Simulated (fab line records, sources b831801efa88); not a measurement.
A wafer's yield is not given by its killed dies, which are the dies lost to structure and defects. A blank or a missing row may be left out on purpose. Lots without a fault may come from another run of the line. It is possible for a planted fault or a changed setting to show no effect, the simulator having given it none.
A sampling plan put to the test -- flow sfq_line -- each of the 43 faults these records tell of, on one fab line, judged from the records of the lots it struck
The plan consists of the line's own looks: route steps at which the wafer is read by a gauge or an inspection but not changed. A look is open to judgement when struck wafers have a number at it and the file gives its usual mean and standard deviation on fault-free wafers. Caught: the struck wafers' mean, at a look after the fault's first step, is 4 or more of those standard deviations (sigma) away from the usual mean. On the tool: the identical test, applied to the tool's own readings at the steps of the fault. Another recipe on the struck wafers, or a record that is blank for them alone, also counts as caught.

== THE FAULTS, as the simulator had put them in ==
1. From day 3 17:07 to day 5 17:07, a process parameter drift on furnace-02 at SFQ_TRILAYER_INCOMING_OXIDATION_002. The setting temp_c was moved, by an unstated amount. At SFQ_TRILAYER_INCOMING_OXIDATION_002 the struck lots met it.
2. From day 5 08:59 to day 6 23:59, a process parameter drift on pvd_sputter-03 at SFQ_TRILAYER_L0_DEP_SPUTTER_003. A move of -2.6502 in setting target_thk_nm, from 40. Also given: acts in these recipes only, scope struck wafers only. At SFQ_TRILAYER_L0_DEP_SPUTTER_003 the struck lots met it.
3. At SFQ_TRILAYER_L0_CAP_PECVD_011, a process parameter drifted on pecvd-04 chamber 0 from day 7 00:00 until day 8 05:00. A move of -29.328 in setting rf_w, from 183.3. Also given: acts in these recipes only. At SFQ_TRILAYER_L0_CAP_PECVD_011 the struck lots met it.
4. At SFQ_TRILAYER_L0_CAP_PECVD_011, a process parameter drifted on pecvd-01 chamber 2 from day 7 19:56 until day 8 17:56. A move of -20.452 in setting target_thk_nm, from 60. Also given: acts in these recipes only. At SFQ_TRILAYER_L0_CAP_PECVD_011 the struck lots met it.
5. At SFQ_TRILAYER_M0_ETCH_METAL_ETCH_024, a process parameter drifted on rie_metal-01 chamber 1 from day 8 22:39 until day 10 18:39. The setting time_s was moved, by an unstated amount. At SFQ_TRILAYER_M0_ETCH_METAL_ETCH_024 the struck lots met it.
6. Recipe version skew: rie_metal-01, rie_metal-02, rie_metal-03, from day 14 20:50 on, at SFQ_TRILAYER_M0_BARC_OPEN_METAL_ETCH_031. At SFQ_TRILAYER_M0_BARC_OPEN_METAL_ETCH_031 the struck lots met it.
7. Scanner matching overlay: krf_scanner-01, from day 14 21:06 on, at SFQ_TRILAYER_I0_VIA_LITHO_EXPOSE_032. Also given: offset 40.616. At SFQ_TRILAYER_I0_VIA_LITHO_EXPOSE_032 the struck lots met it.
8. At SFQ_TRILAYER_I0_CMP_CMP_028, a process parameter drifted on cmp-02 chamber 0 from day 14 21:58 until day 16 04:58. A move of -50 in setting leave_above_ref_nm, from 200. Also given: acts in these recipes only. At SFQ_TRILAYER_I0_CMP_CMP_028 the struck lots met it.
9. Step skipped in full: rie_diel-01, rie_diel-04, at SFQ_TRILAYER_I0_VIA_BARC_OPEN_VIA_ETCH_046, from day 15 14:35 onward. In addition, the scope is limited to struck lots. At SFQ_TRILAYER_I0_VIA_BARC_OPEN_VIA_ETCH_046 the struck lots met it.
10. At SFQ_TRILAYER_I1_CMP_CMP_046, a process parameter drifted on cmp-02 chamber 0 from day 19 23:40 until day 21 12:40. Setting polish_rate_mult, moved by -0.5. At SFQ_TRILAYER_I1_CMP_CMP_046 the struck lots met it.
11. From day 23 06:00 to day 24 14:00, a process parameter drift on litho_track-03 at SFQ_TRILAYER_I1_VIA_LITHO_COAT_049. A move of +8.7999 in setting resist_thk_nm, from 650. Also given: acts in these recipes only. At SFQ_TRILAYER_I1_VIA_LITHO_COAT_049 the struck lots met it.
12. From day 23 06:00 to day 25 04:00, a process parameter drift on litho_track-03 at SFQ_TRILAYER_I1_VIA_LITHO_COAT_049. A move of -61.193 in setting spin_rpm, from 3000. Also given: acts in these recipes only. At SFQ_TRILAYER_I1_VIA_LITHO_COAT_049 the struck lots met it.
13. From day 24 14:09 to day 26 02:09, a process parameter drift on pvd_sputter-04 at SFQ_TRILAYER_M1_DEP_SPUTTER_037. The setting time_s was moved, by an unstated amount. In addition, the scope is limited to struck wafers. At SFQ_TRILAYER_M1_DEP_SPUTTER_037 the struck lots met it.
14. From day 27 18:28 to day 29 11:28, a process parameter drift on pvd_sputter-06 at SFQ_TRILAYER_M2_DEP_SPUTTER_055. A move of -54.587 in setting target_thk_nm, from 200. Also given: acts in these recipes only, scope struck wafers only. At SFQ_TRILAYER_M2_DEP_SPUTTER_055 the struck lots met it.
15. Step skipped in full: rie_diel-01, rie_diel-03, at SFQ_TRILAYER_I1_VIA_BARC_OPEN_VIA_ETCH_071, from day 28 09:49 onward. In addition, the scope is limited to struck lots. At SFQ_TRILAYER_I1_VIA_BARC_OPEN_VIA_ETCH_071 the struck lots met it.
16. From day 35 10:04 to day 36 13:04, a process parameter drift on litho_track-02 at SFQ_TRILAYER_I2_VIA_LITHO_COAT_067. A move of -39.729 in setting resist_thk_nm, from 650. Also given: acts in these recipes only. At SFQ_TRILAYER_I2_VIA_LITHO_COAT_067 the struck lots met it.
17. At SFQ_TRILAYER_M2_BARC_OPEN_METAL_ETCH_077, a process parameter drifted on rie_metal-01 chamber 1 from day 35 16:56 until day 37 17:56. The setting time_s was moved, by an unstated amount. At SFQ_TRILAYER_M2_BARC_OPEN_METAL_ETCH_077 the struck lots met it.
18. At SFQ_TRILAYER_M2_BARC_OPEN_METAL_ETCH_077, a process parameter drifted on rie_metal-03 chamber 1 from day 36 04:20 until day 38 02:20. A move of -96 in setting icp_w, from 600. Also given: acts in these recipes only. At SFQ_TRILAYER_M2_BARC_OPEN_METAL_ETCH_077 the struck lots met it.
19. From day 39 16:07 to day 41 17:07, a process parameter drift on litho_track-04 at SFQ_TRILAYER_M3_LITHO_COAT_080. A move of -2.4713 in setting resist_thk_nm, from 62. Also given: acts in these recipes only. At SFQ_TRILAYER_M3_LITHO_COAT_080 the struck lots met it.
20. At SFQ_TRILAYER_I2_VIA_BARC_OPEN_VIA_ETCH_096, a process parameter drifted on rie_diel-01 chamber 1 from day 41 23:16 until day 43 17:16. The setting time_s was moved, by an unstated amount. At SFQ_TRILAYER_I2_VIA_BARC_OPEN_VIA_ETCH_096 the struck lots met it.
21. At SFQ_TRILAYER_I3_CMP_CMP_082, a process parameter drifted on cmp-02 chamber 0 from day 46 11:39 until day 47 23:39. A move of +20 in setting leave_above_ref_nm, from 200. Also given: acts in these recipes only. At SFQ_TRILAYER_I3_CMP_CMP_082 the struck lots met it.
22. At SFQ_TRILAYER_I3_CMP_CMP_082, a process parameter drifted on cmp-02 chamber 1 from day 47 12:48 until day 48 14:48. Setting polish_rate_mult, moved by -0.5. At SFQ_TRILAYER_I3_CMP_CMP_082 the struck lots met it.
23. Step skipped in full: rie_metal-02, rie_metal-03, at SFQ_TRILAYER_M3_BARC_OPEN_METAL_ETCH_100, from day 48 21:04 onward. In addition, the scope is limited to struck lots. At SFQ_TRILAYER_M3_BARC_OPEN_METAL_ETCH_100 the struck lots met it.
24. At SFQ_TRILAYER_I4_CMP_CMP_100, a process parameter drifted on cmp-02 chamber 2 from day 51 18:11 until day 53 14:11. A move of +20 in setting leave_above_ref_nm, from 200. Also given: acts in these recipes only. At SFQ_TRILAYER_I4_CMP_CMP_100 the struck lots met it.
25. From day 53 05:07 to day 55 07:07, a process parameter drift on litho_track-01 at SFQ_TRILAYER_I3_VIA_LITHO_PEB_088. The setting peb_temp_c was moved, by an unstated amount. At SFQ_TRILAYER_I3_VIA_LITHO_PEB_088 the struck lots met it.
26. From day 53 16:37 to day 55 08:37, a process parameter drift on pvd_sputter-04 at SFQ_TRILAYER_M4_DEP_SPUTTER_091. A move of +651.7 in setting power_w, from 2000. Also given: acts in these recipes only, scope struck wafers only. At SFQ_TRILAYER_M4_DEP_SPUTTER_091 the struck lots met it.
27. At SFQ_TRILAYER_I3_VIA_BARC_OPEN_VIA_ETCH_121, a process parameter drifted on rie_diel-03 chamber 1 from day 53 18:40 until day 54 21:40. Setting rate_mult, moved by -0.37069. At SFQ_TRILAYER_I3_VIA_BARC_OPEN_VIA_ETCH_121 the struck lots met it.
28. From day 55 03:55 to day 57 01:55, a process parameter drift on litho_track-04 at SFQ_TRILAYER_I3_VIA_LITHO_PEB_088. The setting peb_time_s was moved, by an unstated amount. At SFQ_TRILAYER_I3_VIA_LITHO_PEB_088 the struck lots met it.
29. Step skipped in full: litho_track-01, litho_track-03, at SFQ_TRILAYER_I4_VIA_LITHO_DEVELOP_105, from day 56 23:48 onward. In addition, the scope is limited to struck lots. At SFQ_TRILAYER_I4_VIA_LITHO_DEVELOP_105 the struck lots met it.
30. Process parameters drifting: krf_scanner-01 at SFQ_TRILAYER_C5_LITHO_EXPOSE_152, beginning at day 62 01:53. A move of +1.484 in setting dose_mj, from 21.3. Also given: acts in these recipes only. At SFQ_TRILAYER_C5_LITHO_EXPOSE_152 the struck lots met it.
31. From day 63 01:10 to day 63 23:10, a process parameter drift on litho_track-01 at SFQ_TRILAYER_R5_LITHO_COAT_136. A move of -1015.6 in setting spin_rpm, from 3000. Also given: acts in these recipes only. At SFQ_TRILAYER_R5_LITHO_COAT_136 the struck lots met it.
32. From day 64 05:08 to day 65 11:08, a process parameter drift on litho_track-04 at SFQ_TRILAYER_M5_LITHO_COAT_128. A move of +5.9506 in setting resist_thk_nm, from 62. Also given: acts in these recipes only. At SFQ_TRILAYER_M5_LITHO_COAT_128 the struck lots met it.
33. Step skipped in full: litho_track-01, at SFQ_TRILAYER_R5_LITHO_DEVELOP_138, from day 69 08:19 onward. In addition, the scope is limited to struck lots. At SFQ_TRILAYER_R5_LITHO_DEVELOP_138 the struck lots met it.
34. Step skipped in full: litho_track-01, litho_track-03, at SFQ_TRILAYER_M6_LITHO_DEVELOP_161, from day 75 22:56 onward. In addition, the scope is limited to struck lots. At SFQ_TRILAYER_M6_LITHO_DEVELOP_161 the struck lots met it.
35. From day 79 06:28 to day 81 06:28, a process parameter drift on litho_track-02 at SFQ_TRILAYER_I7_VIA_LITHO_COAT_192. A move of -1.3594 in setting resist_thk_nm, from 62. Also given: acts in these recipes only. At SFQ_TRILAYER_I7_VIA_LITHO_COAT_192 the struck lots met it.
36. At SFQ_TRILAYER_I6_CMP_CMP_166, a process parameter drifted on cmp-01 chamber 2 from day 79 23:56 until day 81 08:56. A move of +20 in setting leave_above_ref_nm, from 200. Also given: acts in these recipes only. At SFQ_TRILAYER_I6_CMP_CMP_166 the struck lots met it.
37. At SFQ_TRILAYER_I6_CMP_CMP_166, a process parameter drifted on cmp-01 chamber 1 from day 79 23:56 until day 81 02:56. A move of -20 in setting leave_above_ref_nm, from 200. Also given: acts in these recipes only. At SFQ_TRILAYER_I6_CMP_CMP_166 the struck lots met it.
38. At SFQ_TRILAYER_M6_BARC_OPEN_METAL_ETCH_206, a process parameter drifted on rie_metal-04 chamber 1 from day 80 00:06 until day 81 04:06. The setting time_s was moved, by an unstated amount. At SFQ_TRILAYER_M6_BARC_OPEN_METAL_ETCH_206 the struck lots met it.
39. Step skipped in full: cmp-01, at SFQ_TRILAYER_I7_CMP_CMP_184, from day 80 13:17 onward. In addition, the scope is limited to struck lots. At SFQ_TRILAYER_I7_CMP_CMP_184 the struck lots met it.
40. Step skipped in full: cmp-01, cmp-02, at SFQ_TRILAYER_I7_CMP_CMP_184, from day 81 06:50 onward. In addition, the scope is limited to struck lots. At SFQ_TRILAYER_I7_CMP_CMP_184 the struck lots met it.
41. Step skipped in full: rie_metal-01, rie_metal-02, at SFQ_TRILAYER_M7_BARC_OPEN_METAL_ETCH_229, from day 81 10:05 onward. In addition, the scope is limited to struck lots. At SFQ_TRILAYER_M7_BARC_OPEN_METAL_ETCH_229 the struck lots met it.
42. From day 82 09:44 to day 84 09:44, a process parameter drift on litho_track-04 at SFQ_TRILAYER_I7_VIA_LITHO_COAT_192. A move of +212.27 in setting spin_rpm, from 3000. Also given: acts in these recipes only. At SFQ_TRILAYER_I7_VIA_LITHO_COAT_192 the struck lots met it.
43. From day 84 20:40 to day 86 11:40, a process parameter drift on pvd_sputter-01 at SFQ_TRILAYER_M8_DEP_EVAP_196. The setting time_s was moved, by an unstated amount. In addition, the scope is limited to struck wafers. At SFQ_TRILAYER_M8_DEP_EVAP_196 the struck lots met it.

== WHAT THE PLAN SAW ==
fault,on the tool itself,first look that catches it,"reading, sigma",median hours from its first step to that look,hours from the fault's start to the first struck lot there,judged looks passed uncaught
1,tube_center_temp_C +99 or beyond sigma,no look after it can be judged,-,-,-,0
2,under 2 sigma,SFQ_L0_RS_MEAS_901,L0_MONX_KI_RS +6.0,0.1,3,0
3,rf_fwd_power_W -27 sigma,not the one look that can be judged after it,-,-,-,1
4,under 2 sigma,no look after it can be judged,-,-,-,0
5,run_length_s +23 sigma,no look after it can be judged,-,-,-,0
6,oes_product_au +28 sigma,no look after it can be judged,-,-,-,0
7,no reading that can be judged,SFQ_I0_OVL_MEAS_908,I0_OVL +8.1,1.2,8,0
8,only faintly: time_to_endpoint_s +2.8 sigma,no look after it can be judged,-,-,-,0
9,the tool's record is blank for the struck wafers,no look after it can be judged,-,-,-,0
10,time_to_endpoint_s +8.8 sigma,no look after it can be judged,-,-,-,0
11,no reading that can be judged,not the one look that can be judged after it,-,-,-,1
12,spin_speed_rpm -29 sigma,not the one look that can be judged after it,-,-,-,1
13,under 2 sigma,SFQ_M1_RS_MEAS_909,M1_NB_RS -22,0.1,30,0
14,under 2 sigma,SFQ_M2_RS_MEAS_914,M2_NB_RS +27,0.1,12,0
15,the tool's record is blank for the struck wafers,no look after it can be judged,-,-,-,0
16,under 2 sigma,not the one look that can be judged after it,-,-,-,1
17,run_length_s -28 sigma,no look after it can be judged,-,-,-,0
18,rf_fwd_power_W -32 sigma,no look after it can be judged,-,-,-,0
19,under 2 sigma,not the one look that can be judged after it,-,-,-,1
20,run_length_s +11 sigma,no look after it can be judged,-,-,-,0
21,under 2 sigma,none of the 3 looks that can be judged after it,"strongest: I5_OVL at SFQ_I5_OVL_MEAS_936, +2.5",-,-,3
22,time_to_endpoint_s +8.8 sigma,no look after it can be judged,-,-,-,0
23,the tool's record is blank for the struck wafers,no look after it can be judged,-,-,-,0
24,under 2 sigma,not the one look that can be judged after it,-,-,-,1
25,heater_power_total_W -28 sigma,not the one look that can be judged after it,-,-,-,1
26,cathode_dc_power_W +99 or beyond sigma,SFQ_M4_RS_MEAS_924,M4_NB_RS -18,0.1,22,0
27,under 2 sigma,no look after it can be judged,-,-,-,0
28,no reading that can be judged,not the one look that can be judged after it,-,-,-,1
29,no reading that can be judged,no look after it can be judged,-,-,-,0
30,exposure_dose_mJ_cm2 +64 sigma,not the one look that can be judged after it,-,-,-,1
31,spin_speed_rpm -99 or beyond sigma,not the one look that can be judged after it,-,-,-,1
32,no reading that can be judged,no look after it can be judged,-,-,-,0
33,no reading that can be judged,no look after it can be judged,-,-,-,0
34,no reading that can be judged,no look after it can be judged,-,-,-,0
35,under 2 sigma,not the one look that can be judged after it,-,-,-,1
36,only faintly: time_to_endpoint_s -3.1 sigma,no look after it can be judged,-,-,-,0
37,only faintly: time_to_endpoint_s +2.9 sigma,not the one look that can be judged after it,-,-,-,1
38,oes_product_au +10 sigma,no look after it can be judged,-,-,-,0
39,the tool's record is blank for the struck wafers,no look after it can be judged,-,-,-,0
40,the tool's record is blank for the struck wafers,no look after it can be judged,-,-,-,0
41,the tool's record is blank for the struck wafers,no look after it can be judged,-,-,-,0
42,spin_speed_rpm +99 or beyond sigma,not the one look that can be judged after it,-,-,-,1
43,no reading that can be judged,SFQ_M8_RS_MEAS_949,M8_AU_RS +6.6,0.5,9,0
A dash: the fault isn't caught, or these records don't give the number.

Caught at a look: 6 of 43. Caught on the tool: 22 of 43. By one or the other: 27 of 43.
Faults caught by the tool alone: 1, 3, 5, 6, 9, 10, 12, 15, 17, 18, 20, 22, 23, 25, 30, 31, 38, 39, 40, 41, 42.
Caught at a look alone: faults 2, 7, 13, 14, 43.
Caught by neither: faults 4, 8, 11, 16, 19, 21, 24, 27, 28, 29, 32, 33, 34, 35, 36, 37.

== THINNER SAMPLING ==
If the look that catches a fault measured only every second or every third lot, by lot number, the first struck lot would be measured this late in the worst case:
fault,"struck lots at that look, in order of time",every lot,every second lot,every third lot
2,"L429, L430",3 h,8 h,may miss all 2
7,"L182, L188",8 h,may miss all 2,may miss all 2
13,"L928, L929",30 h,36 h,may miss all 2
14,"L361, L364",12 h,35 h,may miss all 2
26,L380,22 h,may miss it,may miss it
43,L310,9 h,may miss it,may miss it
Hours are from the fault's start to the first struck lot that is measured. The test against the limit of 4 sigma pooled every struck wafer, which means one lot taken alone may stay below that limit. Other struck lots may not be in these records.

== THE LONGEST TIMED WAY FROM STEP TO LOOK ==
For fault 7, SFQ_TRILAYER_I0_VIA_LITHO_EXPOSE_032 and SFQ_I0_OVL_MEAS_908 are separated by a median of 1.2 hours. No look between them can be judged.
